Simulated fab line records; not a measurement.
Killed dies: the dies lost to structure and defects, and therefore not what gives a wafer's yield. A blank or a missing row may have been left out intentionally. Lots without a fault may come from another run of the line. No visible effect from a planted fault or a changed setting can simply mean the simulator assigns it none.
fab line records | flow sky130
[record] lots = 14 | wafers = 42 | last-day = 50
route steps=708 shown VT_ADJUST_LVTN@118 VT_ADJUST_PCH@152 SONOS_TUNNEL@166 LI_CONTACT@365 CONTACT@410 METAL1@435
lots that met no fault: from a run of the same line without faults
start-h: the number of hours between the record's first day and the start of the first shown wafer of the lot | wait-h: hours elapsed since this lot's preceding step | " same as the row above | L1.1+2: several wafers, shown together as one row | - either no value or no given start | * or withheld: withheld | < > ~ a bound
route shown NAME@n: names a module that has steps shown in the file, with the first one's number in the route | usual: mean/standard deviation of fault-free wafers | same: alike in all rows | chamber/n: place in a boat | sites: per-site readings | _std_site: their standard deviation | _edge_site: mean of outer sites minus mean of inner sites | radius-mm: how far each site lies from the wafer's centre | mask NAME#n: copy n | behind: the most recent tool/chamber to have shaped the wafer | hold: the reason the lot was held/the length of the hold in hours/how it ended | device: the n, p or np transistor that did not switch | end of line: the tests these same wafers got at the end of their route | where a step has no rows: the recipe by itself | killed: dies that structure and defects cost at the first sort, which is not the same as the wafer's yield | map: dies across one wafer; x = killed, . = not, _ = none there
set.NAME: setting as actually run; set.NAME@STEP: the setting as run at that earlier step | model.NAME: the simulator's own value behind a step, which no gauge read
route steps across a sampled set of lots; one table per step, one row per wafer
services: a tool's chamber out of use, with start hour (start-h, from the record's first day; less than 0 if before it), hours out, and reason
[[steps]]
[step SKY_VT_ADJUST_LVTN_TW_MEAS_21]
[usual] VT_ADJUST_LVTN_2_TW = 189.1/1.6
lot.wafer | tool          | chamber | start-h | wait-h | VT_ADJUST_LVTN_2_TW
L646.1    | film-metro-03 | -       | 162.83  | 0.1    | 188.9
L646.5    | "             | -       | "       | "      | 189.7
L646.6    | "             | -       | "       | "      | 188.2
L647.2    | film-metro-04 | -       | 167.50  | 0.1    | 187.3
L647.5    | "             | -       | "       | "      | 187.8
L647.6    | "             | -       | "       | "      | 186.2
L648.1    | film-metro-03 | -       | 173.74  | 0.1    | 188.6
L648.4    | "             | -       | "       | "      | 188.9
L648.6    | "             | -       | "       | "      | 188.1
L650.1    | film-metro-01 | -       | 184.69  | 0.1    | 188.9
L650.2    | "             | -       | "       | "      | 188.7
L650.3    | "             | -       | "       | "      | 188.4
L651.1    | film-metro-04 | -       | 196.14  | 0.1    | 187.7
L651.3    | "             | -       | "       | "      | 187.0
L651.4    | "             | -       | "       | "      | 188.2
L652.2    | film-metro-04 | -       | 202.64  | 0.1    | 187.8
L652.3    | "             | -       | "       | "      | 187.9
L652.4    | "             | -       | "       | "      | 187.1
L661.1    | film-metro-01 | -       | 268.94  | 0.1    | 188.1
L661.2    | "             | -       | "       | "      | 188.3
L661.6    | "             | -       | "       | "      | 187.2
L662.2    | film-metro-03 | -       | 274.90  | 0.1    | 191.4
L662.3    | "             | -       | "       | "      | 192.4
L662.6    | "             | -       | "       | "      | 192.0
L663.1    | film-metro-03 | -       | 280.44  | 0.1    | 191.5
L663.3    | "             | -       | "       | "      | 191.8
L663.5    | "             | -       | "       | "      | 190.7
L664.1    | film-metro-03 | -       | 288.14  | 0.1    | 191.4
L664.3    | "             | -       | "       | "      | 191.1
L664.6    | "             | -       | "       | "      | 191.8
L665.1    | film-metro-04 | -       | 301.19  | 0.1    | 187.7
L665.5    | "             | -       | "       | "      | 187.3
L665.6    | "             | -       | "       | "      | 188.0
L666.3    | film-metro-01 | -       | 307.55  | 0.1    | 188.5
L666.4    | "             | -       | "       | "      | 188.6
L666.6    | "             | -       | "       | "      | 188.4
L667.3    | film-metro-01 | -       | 308.36  | 0.1    | 189.6
L667.4    | "             | -       | "       | "      | 188.8
L667.6    | "             | -       | "       | "      | 189.3
L668.2    | film-metro-04 | -       | 320.90  | 0.1    | 186.5
L668.3    | "             | -       | "       | "      | 187.4
L668.5    | "             | -       | "       | "      | 186.5
[step SKY_VT_ADJUST_PCH_STRIP_09]
[recipe] chemistry = O2/N2 | power-w = 1400 | pressure-mtorr = 1500 | platen-temp-c = withheld | o2-flow-sccm = 3000 | n2-flow-sccm = 300 | overash-fraction = 0.5
[usual] chamber-pressure-mTorr = 1500.0/1.4 | drypump-motor-current-A = 5.59/0.27 | oes-product-au = 0.722/0.0045 | strip-time-to-endpoint-s = 36.90/0.099
lot.wafer | tool            | chamber | start-h | wait-h | chamber-pressure-mTorr | drypump-motor-current-A | oes-product-au | rf-hours-counter-h | strip-time-to-endpoint-s
L646.1    | plasma-asher-03 | 1       | 227.86  | 0.1    | 1497.6                 | 5.75                    | 0.720          | 41                 | 36.81
L646.5    | "               | 0       | "       | "      | 1501.1                 | 5.37                    | 0.726          | -                  | 36.87
L646.6    | "               | 1       | "       | "      | 1502.0                 | 5.75                    | 0.722          | -                  | 36.70
L647.2    | plasma-asher-02 | 1       | 232.83  | 0.1    | 1501.2                 | 5.37                    | 0.725          | 11                 | 36.96
L647.5    | "               | 1       | "       | "      | 1502.2                 | 5.36                    | 0.724          | -                  | 36.97
L647.6    | "               | 0       | "       | "      | 1497.9                 | 5.32                    | 0.721          | -                  | 36.92
L648.1    | plasma-asher-02 | 0       | 239.38  | 0.1    | 1500.6                 | 5.33                    | 0.724          | 12                 | 36.88
L648.4    | "               | 0       | "       | "      | 1502.0                 | 5.30                    | 0.722          | -                  | 36.78
L648.6    | "               | 0       | "       | "      | 1498.4                 | 5.34                    | 0.727          | -                  | 36.80
L650.1    | plasma-asher-03 | 0       | 252.86  | 0.1    | 1502.4                 | 5.38                    | 0.717          | 43                 | 36.81
L650.2    | "               | 1       | "       | "      | 1502.6                 | 5.73                    | 0.718          | 43                 | 36.78
L650.3    | "               | 1       | "       | "      | 1497.6                 | 5.73                    | 0.720          | -                  | 36.70
L651.1    | plasma-asher-04 | 0       | 265.73  | 0.1    | -                      | -                       | -              | -                  | -
L651.3    | "               | 0       | "       | "      | -                      | -                       | -              | -                  | -
L651.4    | "               | 1       | "       | "      | -                      | -                       | -              | -                  | -
L652.2    | plasma-asher-02 | 1       | 273.48  | 0.1    | -                      | -                       | -              | -                  | -
L652.3    | "               | 0       | "       | "      | -                      | -                       | -              | -                  | -
L652.4    | "               | 1       | "       | "      | -                      | -                       | -              | -                  | -
L661.1    | plasma-asher-03 | 1       | 347.28  | 0.1    | 1498.3                 | 5.74                    | 0.724          | 52                 | 36.98
L661.2    | "               | 0       | "       | "      | 1495.5                 | 5.37                    | 0.722          | 52                 | 36.86
L661.6    | "               | 0       | "       | "      | 1498.1                 | 5.38                    | 0.717          | -                  | 36.98
L662.2    | plasma-asher-03 | 0       | 352.49  | 0.1    | 1499.2                 | 5.36                    | 0.731          | 53                 | 36.90
L662.3    | "               | 1       | "       | "      | 1500.9                 | 5.75                    | 0.724          | -                  | 36.80
L662.6    | "               | 0       | "       | "      | 1499.6                 | 5.36                    | 0.723          | -                  | 36.79
L663.1    | plasma-asher-02 | 1       | 357.78  | 0.1    | 1499.3                 | 5.38                    | 0.720          | 23                 | 37.04
L663.3    | "               | 0       | "       | "      | 1501.1                 | 5.27                    | 0.721          | -                  | 36.90
L663.5    | "               | 1       | "       | "      | 1500.6                 | 5.36                    | 0.731          | -                  | 37.09
L664.1    | plasma-asher-02 | 0       | 367.11  | 0.1    | 1500.8                 | 5.35                    | 0.724          | 24                 | 36.78
L664.3    | "               | 1       | "       | "      | 1501.4                 | 5.40                    | 0.721          | -                  | 36.92
L664.6    | "               | 1       | "       | "      | 1499.5                 | 5.37                    | 0.717          | -                  | 36.75
L665.1    | plasma-asher-04 | 1       | 381.94  | 0.1    | 1499.7                 | 5.99                    | 0.719          | 67                 | 36.97
L665.5    | "               | 1       | "       | "      | 1499.6                 | 5.98                    | 0.718          | -                  | 36.87
L665.6    | "               | 0       | "       | "      | 1501.0                 | 5.87                    | 0.725          | -                  | 37.03
L666.3    | plasma-asher-04 | 0       | 388.76  | 0.1    | 1499.5                 | 5.85                    | 0.716          | -                  | 36.76
L666.4    | "               | 1       | "       | "      | 1498.7                 | 6.00                    | 0.729          | -                  | 36.75
L666.6    | "               | 1       | "       | "      | 1501.4                 | 5.98                    | 0.726          | -                  | 36.78
L667.3    | plasma-asher-02 | 1       | 390.66  | 0.1    | 1500.8                 | 5.39                    | 0.720          | -                  | 36.93
L667.4    | "               | 0       | "       | "      | 1500.3                 | 5.32                    | 0.727          | -                  | 36.95
L667.6    | "               | 1       | "       | "      | 1502.1                 | 5.37                    | 0.731          | -                  | 37.09
L668.2    | plasma-asher-02 | 0       | 406.16  | 0.1    | 1499.4                 | 5.28                    | 0.716          | 28                 | 37.10
L668.3    | "               | 0       | "       | "      | 1500.4                 | 5.31                    | 0.715          | -                  | 37.15
L668.5    | "               | 1       | "       | "      | 1501.3                 | 5.32                    | 0.716          | -                  | 37.09
[step SKY_SONOS_TUNNEL_TW_MEAS_12]
[usual] SONOS_TUNNEL_TW = 199.1/2.3
lot.wafer | tool          | chamber | start-h | wait-h | SONOS_TUNNEL_TW
L646.1    | film-metro-04 | -       | 252.57  | 0.0    | 197.7
L646.5    | "             | -       | "       | "      | 195.8
L646.6    | "             | -       | "       | "      | 196.6
L647.2    | film-metro-01 | -       | 257.39  | 0.0    | 200.0
L647.5    | "             | -       | "       | "      | 197.4
L647.6    | "             | -       | "       | "      | 198.5
L648.1    | film-metro-01 | -       | 264.26  | 0.0    | 197.4
L648.4    | "             | -       | "       | "      | 196.9
L648.6    | "             | -       | "       | "      | 197.7
L650.1    | film-metro-03 | -       | 278.57  | 0.0    | 200.9
L650.2    | "             | -       | "       | "      | 202.1
L650.3    | "             | -       | "       | "      | 200.8
L651.1    | film-metro-01 | -       | 291.61  | 0.0    | 30.0
L651.3    | "             | -       | "       | "      | 30.2
L651.4    | "             | -       | "       | "      | 30.4
L652.2    | film-metro-04 | -       | 299.17  | 0.0    | 29.9
L652.3    | "             | -       | "       | "      | 30.1
L652.4    | "             | -       | "       | "      | 29.9
L661.1    | film-metro-03 | -       | 375.23  | 0.0    | 202.4
L661.2    | "             | -       | "       | "      | 202.5
L661.6    | "             | -       | "       | "      | 202.4
L662.2    | film-metro-03 | -       | 381.48  | 0.0    | 201.7
L662.3    | "             | -       | "       | "      | 202.0
L662.6    | "             | -       | "       | "      | 202.0
L663.1    | film-metro-04 | -       | 387.62  | 0.0    | 196.0
L663.3    | "             | -       | "       | "      | 196.8
L663.5    | "             | -       | "       | "      | 195.3
L664.1    | film-metro-01 | -       | 396.17  | 0.0    | 197.9
L664.3    | "             | -       | "       | "      | 199.2
L664.6    | "             | -       | "       | "      | 197.0
L665.1    | film-metro-01 | -       | 411.67  | 0.0    | 197.4
L665.5    | "             | -       | "       | "      | 197.3
L665.6    | "             | -       | "       | "      | 197.8
L666.3    | film-metro-04 | -       | 418.94  | 0.0    | 196.1
L666.4    | "             | -       | "       | "      | 195.9
L666.6    | "             | -       | "       | "      | 196.8
L667.3    | film-metro-01 | -       | 421.49  | 0.0    | 196.9
L667.4    | "             | -       | "       | "      | 197.9
L667.6    | "             | -       | "       | "      | 196.3
L668.2    | film-metro-03 | -       | 437.68  | 0.0    | 201.7
L668.3    | "             | -       | "       | "      | 201.0
L668.5    | "             | -       | "       | "      | 200.8
[step SKY_LI_CONTACT_BOW_MEAS_03]
[recipe] mode = bow
[usual] LI_CONTACT_BOW = 56/6.2
lot.wafer | tool          | chamber | start-h | wait-h | LI_CONTACT_BOW[um]
L648.1    | film-metro-04 | -       | 662.00  | 0.2    | 45
L648.4    | "             | -       | "       | "      | 50
L648.6    | "             | -       | "       | "      | 56
L646.1    | film-metro-04 | -       | 663.38  | 0.2    | 46
L646.5    | "             | -       | "       | "      | 49
L646.6    | "             | -       | "       | "      | 51
L647.2    | film-metro-04 | -       | 666.35  | 0.2    | 51
L647.5    | "             | -       | "       | "      | 53
L647.6    | "             | -       | "       | "      | 59
L650.1    | film-metro-03 | -       | 676.74  | 0.1    | 58
L650.2    | "             | -       | "       | "      | 58
L650.3    | "             | -       | "       | "      | 64
L651.1    | film-metro-04 | -       | 693.33  | 0.1    | 18
L651.3    | "             | -       | "       | "      | 16
L651.4    | "             | -       | "       | "      | 20
L652.2    | film-metro-03 | -       | 708.40  | 0.2    | 30
L652.3    | "             | -       | "       | "      | 28
L652.4    | "             | -       | "       | "      | 39
L661.1    | film-metro-04 | -       | 775.63  | 0.2    | 50
L661.2    | "             | -       | "       | "      | 55
L661.6    | "             | -       | "       | "      | 56
L662.2    | film-metro-03 | -       | 778.75  | 0.2    | 49
L662.3    | "             | -       | "       | "      | 67
L662.6    | "             | -       | "       | "      | 46
L663.1    | film-metro-02 | -       | 781.50  | 0.2    | 57
L663.3    | "             | -       | "       | "      | 49
L663.5    | "             | -       | "       | "      | 56
L664.1    | film-metro-04 | -       | 791.03  | 0.2    | 52
L664.3    | "             | -       | "       | "      | 49
L664.6    | "             | -       | "       | "      | 52
L665.1    | film-metro-03 | -       | 807.18  | 0.2    | 66
L665.5    | "             | -       | "       | "      | 63
L665.6    | "             | -       | "       | "      | 60
L666.3    | film-metro-02 | -       | 808.24  | 0.3    | 72
L666.4    | "             | -       | "       | "      | 58
L666.6    | "             | -       | "       | "      | 55
L667.3    | film-metro-04 | -       | 818.32  | 0.2    | 55
L667.4    | "             | -       | "       | "      | 60
L667.6    | "             | -       | "       | "      | 58
L668.2    | film-metro-03 | -       | 830.13  | 0.2    | 51
L668.3    | "             | -       | "       | "      | 63
L668.5    | "             | -       | "       | "      | 62
[step SKY_CONTACT_CMP_04]
[recipe] material = SiO2 | down-force-psi = 4 | platen-rpm = 60 | pad-velocity-m-s = 0.94248
[usual] motor-current-A = 12.1/0.98 | time-to-endpoint-s = 83/4.9
lot.wafer | tool   | chamber | start-h | wait-h | motor-current-A | time-to-endpoint-s
L648.4    | cmp-02 | 2       | 717.83  | 0.0    | 11.7            | 86
L648.1    | "      | 1       | "       | "      | 12.4            | 87
L648.6    | "      | 2       | "       | "      | 11.5            | 85
L646.1    | cmp-01 | 1       | 718.70  | 0.1    | 12.9            | 81
L646.5    | "      | 1       | "       | "      | 13.2            | 81
L646.6    | "      | 2       | "       | "      | 12.6            | 84
L647.2    | cmp-01 | 2       | 723.20  | 0.2    | 13.7            | 85
L647.5    | "      | 3       | "       | "      | 12.7            | 77
L647.6    | "      | 0       | "       | "      | 10.0            | 79
L650.2    | cmp-02 | 1       | 731.05  | 0.1    | 12.5            | 87
L650.3    | "      | 2       | "       | "      | 11.9            | 83
L650.1    | "      | 3       | "       | "      | 12.7            | 89
L651.1    | cmp-02 | 0       | 748.15  | 0.3    | 11.2            | 81
L651.3    | "      | 1       | "       | "      | 13.1            | 90
L651.4    | "      | 3       | "       | "      | 12.1            | 84
L652.2    | cmp-02 | 1       | 763.55  | 0.0    | 13.0            | 75
L652.4    | "      | 3       | "       | "      | 12.9            | 73
L652.3    | "      | 0       | "       | "      | 10.6            | 83
L661.1    | cmp-01 | 1       | 831.53  | 0.1    | 12.5            | 81
L661.2    | "      | 0       | "       | "      | 10.6            | 86
L661.6    | "      | 2       | "       | "      | 13.7            | 89
L662.3    | cmp-02 | 1       | 834.82  | 0.1    | 13.1            | 82
L662.2    | "      | 3       | "       | "      | 13.0            | 79
L662.6    | "      | 1       | "       | "      | 12.7            | 78
L663.1    | cmp-01 | 1       | 836.89  | 0.1    | 12.8            | 85
L663.3    | "      | 2       | "       | "      | 13.5            | 88
L663.5    | "      | 0       | "       | "      | 10.8            | 86
L664.3    | cmp-01 | 3       | 846.84  | 0.0    | 11.4            | 80
L664.1    | "      | 2       | "       | "      | 13.3            | 84
L664.6    | "      | 3       | "       | "      | 11.9            | 77
L665.1    | cmp-01 | 0       | 863.97  | 0.2    | 10.4            | 85
L665.5    | "      | 1       | "       | "      | 12.9            | 73
L665.6    | "      | 2       | "       | "      | 13.4            | 79
L666.4    | cmp-02 | 2       | 865.40  | 0.1    | 11.8            | 83
L666.3    | "      | 3       | "       | "      | 12.2            | 88
L666.6    | "      | 1       | "       | "      | 13.8            | 85
L667.3    | cmp-01 | 2       | 873.84  | 0.0    | 13.4            | 81
L667.4    | "      | 0       | "       | "      | 10.3            | 85
L667.6    | "      | 2       | "       | "      | 13.4            | 80
L668.2    | cmp-02 | 0       | 886.66  | 0.0    | 11.8            | 76
L668.3    | "      | 2       | "       | "      | 11.7            | 76
L668.5    | "      | 0       | "       | "      | 10.8            | 84
[step SKY_CONTACT_BOW_MEAS_05]
[recipe] mode = bow
[usual] CONTACT_BOW = 83/6.6
lot.wafer | tool          | chamber | start-h | wait-h | CONTACT_BOW[um]
L648.1    | film-metro-01 | -       | 718.13  | 0.1    | 73
L648.4    | "             | -       | "       | "      | 76
L648.6    | "             | -       | "       | "      | 83
L646.1    | film-metro-02 | -       | 719.00  | 0.2    | 71
L646.5    | "             | -       | "       | "      | 75
L646.6    | "             | -       | "       | "      | 76
L647.2    | film-metro-04 | -       | 723.37  | 0.1    | 78
L647.5    | "             | -       | "       | "      | 79
L647.6    | "             | -       | "       | "      | 85
L650.1    | film-metro-02 | -       | 731.30  | 0.1    | 83
L650.2    | "             | -       | "       | "      | 81
L650.3    | "             | -       | "       | "      | 89
L651.1    | film-metro-02 | -       | 748.45  | 0.2    | 46
L651.3    | "             | -       | "       | "      | 43
L651.4    | "             | -       | "       | "      | 48
L652.2    | film-metro-02 | -       | 763.87  | 0.3    | 55
L652.3    | "             | -       | "       | "      | 54
L652.4    | "             | -       | "       | "      | 64
L661.1    | film-metro-01 | -       | 831.83  | 0.2    | 76
L661.2    | "             | -       | "       | "      | 80
L661.6    | "             | -       | "       | "      | 82
L662.2    | film-metro-04 | -       | 835.09  | 0.1    | 77
L662.3    | "             | -       | "       | "      | 94
L662.6    | "             | -       | "       | "      | 73
L663.1    | film-metro-01 | -       | 837.09  | 0.1    | 84
L663.3    | "             | -       | "       | "      | 77
L663.5    | "             | -       | "       | "      | 84
L664.1    | film-metro-01 | -       | 847.14  | 0.1    | 81
L664.3    | "             | -       | "       | "      | 76
L664.6    | "             | -       | "       | "      | 78
L665.1    | film-metro-04 | -       | 864.12  | 0.1    | 94
L665.5    | "             | -       | "       | "      | 91
L665.6    | "             | -       | "       | "      | 88
L666.3    | film-metro-04 | -       | 865.64  | 0.1    | 98
L666.4    | "             | -       | "       | "      | 84
L666.6    | "             | -       | "       | "      | 79
L667.3    | film-metro-01 | -       | 874.18  | 0.3    | 79
L667.4    | "             | -       | "       | "      | 85
L667.6    | "             | -       | "       | "      | 82
L668.2    | film-metro-04 | -       | 886.98  | 0.3    | 76
L668.3    | "             | -       | "       | "      | 89
L668.5    | "             | -       | "       | "      | 87
[step SKY_METAL1_SPUTTER_01]
[recipe] material = TiN | target-thk-nm = 20 | power-w = 6500 | time-s = 16.7 | chamber-pressure-pa = 0.4
[usual] chamber-pressure-pa = 0.4000/0.00088 | throttle-valve-pct = 29.3/0.54
lot.wafer | tool           | chamber | start-h | wait-h | chamber-pressure-pa | throttle-valve-pct
L648.1    | pvd-sputter-03 | -       | 746.47  | 0.0    | 0.3994              | 28.7
L648.4    | "              | -       | "       | "      | 0.4014              | 28.6
L648.6    | "              | -       | "       | "      | 0.4005              | 28.8
L646.1    | pvd-sputter-03 | -       | 747.69  | 0.0    | 0.4014              | 28.8
L646.5    | "              | -       | "       | "      | 0.4007              | 28.9
L646.6    | "              | -       | "       | "      | 0.3999              | 29.1
L647.2    | pvd-sputter-01 | -       | 752.39  | 0.0    | 0.3990              | 29.4
L647.5    | "              | -       | "       | "      | 0.3990              | 29.9
L647.6    | "              | -       | "       | "      | 0.4000              | 30.1
L650.1    | pvd-sputter-04 | -       | 759.95  | 0.0    | 0.4000              | 30.4
L650.2    | "              | -       | "       | "      | 0.4002              | 29.0
L650.3    | "              | -       | "       | "      | 0.4006              | 29.1
L651.1    | pvd-sputter-01 | -       | 777.12  | 0.0    | 0.3996              | 29.8
L651.3    | "              | -       | "       | "      | 0.3985              | 30.1
L651.4    | "              | -       | "       | "      | 0.4002              | 29.4
L652.2    | pvd-sputter-03 | -       | 791.45  | 0.0    | 0.4002              | 29.0
L652.3    | "              | -       | "       | "      | 0.4003              | 28.6
L652.4    | "              | -       | "       | "      | 0.3989              | 28.5
L661.1    | pvd-sputter-03 | -       | 860.20  | 0.0    | 0.4002              | 28.7
L661.2    | "              | -       | "       | "      | 0.4007              | 28.9
L661.6    | "              | -       | "       | "      | 0.3996              | 28.7
L662.2    | pvd-sputter-03 | -       | 863.49  | 0.0    | 0.4004              | 29.0
L662.3    | "              | -       | "       | "      | 0.3996              | 28.7
L662.6    | "              | -       | "       | "      | 0.3998              | 28.7
L663.1    | pvd-sputter-01 | -       | 866.03  | 0.0    | 0.4000              | 29.4
L663.3    | "              | -       | "       | "      | 0.4005              | 30.1
L663.5    | "              | -       | "       | "      | 0.4000              | 29.3
L664.1    | pvd-sputter-03 | -       | 875.79  | 0.0    | 0.3996              | 28.9
L664.3    | "              | -       | "       | "      | 0.3995              | 28.8
L664.6    | "              | -       | "       | "      | 0.3998              | 28.9
L665.1    | pvd-sputter-04 | -       | 892.96  | 0.0    | 0.3993              | 30.5
L665.5    | "              | -       | "       | "      | 0.3996              | 29.5
L665.6    | "              | -       | "       | "      | 0.3999              | 28.6
L666.3    | pvd-sputter-01 | -       | 894.70  | 0.0    | 0.4013              | 29.9
L666.4    | "              | -       | "       | "      | 0.4001              | 30.1
L666.6    | "              | -       | "       | "      | 0.4017              | 30.1
L667.3    | pvd-sputter-03 | -       | 902.51  | 0.0    | 0.4005              | 28.9
L667.4    | "              | -       | "       | "      | 0.3992              | 28.6
L667.6    | "              | -       | "       | "      | 0.4001              | 29.1
L668.2    | pvd-sputter-04 | -       | 914.99  | 0.0    | 0.3988              | 29.0
L668.3    | "              | -       | "       | "      | 0.4013              | 30.4
L668.5    | "              | -       | "       | "      | 0.4002              | 29.6
[[services]]
tool            | chamber | start-h | hours | kind
cmp-01          | -       | 233.19  | 4.0   | pm
cmp-02          | -       | 235.92  | 0.5   | repair
cmp-01          | -       | 241.42  | 6.4   | repair
cmp-01          | -       | 248.67  | 0.4   | repair
cmp-02          | -       | 271.23  | 6.8   | repair
cmp-01          | -       | 283.03  | 2.3   | repair
cmp-01          | -       | 288.75  | 3.9   | repair
plasma-asher-02 | -       | 327.33  | 0.5   | repair
pvd-sputter-03  | -       | 327.51  | 1.1   | repair
pvd-sputter-03  | -       | 349.51  | 1.1   | repair
cmp-02          | -       | 361.69  | 1.0   | repair
cmp-02          | -       | 369.66  | 0.7   | repair
cmp-02          | -       | 385.17  | 0.9   | repair
cmp-02          | -       | 404.00  | 4.0   | pm
cmp-01          | -       | 404.63  | 1.5   | repair
pvd-sputter-03  | -       | 413.25  | 4.1   | repair
cmp-01          | -       | 417.37  | 6.8   | pm
cmp-02          | -       | 438.45  | 3.6   | pm
pvd-sputter-03  | -       | 440.71  | 2.9   | repair
cmp-02          | -       | 455.05  | 0.5   | repair
pvd-sputter-03  | -       | 457.69  | 5.8   | repair
cmp-02          | -       | 458.53  | 2.1   | repair
cmp-01          | -       | 471.96  | 4.8   | repair
cmp-02          | -       | 475.96  | 2.1   | repair
[[key]]
[first-sign] step = SKY_VT_ADJUST_PCH_STRIP_09 | reading = tool-record | direction = missing
[effect] step = SKY_SONOS_TUNNEL_TW_MEAS_12 | reading = SONOS_TUNNEL_TW | direction = down | sigmas = 74 | usual = 199.1 | struck = 30.1
[effect] step = SKY_LI_CONTACT_BOW_MEAS_03 | reading = LI_CONTACT_BOW | direction = down | sigmas = 5 | usual = 56 | struck = 25
[effect] step = SKY_CONTACT_BOW_MEAS_05 | reading = CONTACT_BOW | direction = down | sigmas = 4.7 | usual = 83 | struck = 52
met-at SKY_VT_ADJUST_PCH_STRIP_09
struck-lots L651,L652
sort-left-out L651.1,L651.3,L651.4,L652.2,L652.3,L652.4
tester-left-out L651,L652
not-acting-at SKY_VT_ADJUST_LVTN_TW_MEAS_21,SKY_CONTACT_CMP_04,SKY_METAL1_SPUTTER_01
onset-between 239.38 265.73
[fault] kind = skipped-step-whole | tool = plasma-asher-02,plasma-asher-04 | chamber = - | onset-h = 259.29 | steps = SKY_VT_ADJUST_PCH_STRIP_09 | scope = struck-lots-only
// tester-left-out: of these lots the tester's yield and bins aren't shown, on N5 and GAA mostly nor the transistor test; their killed dies are dies lost to structure and defects alone, not to doping, threshold or leakage, so they don't give the yield
// sort-left-out: the simulated sort isn't trusted on such a fault, so these wafers' sort isn't shown, and their yield isn't known
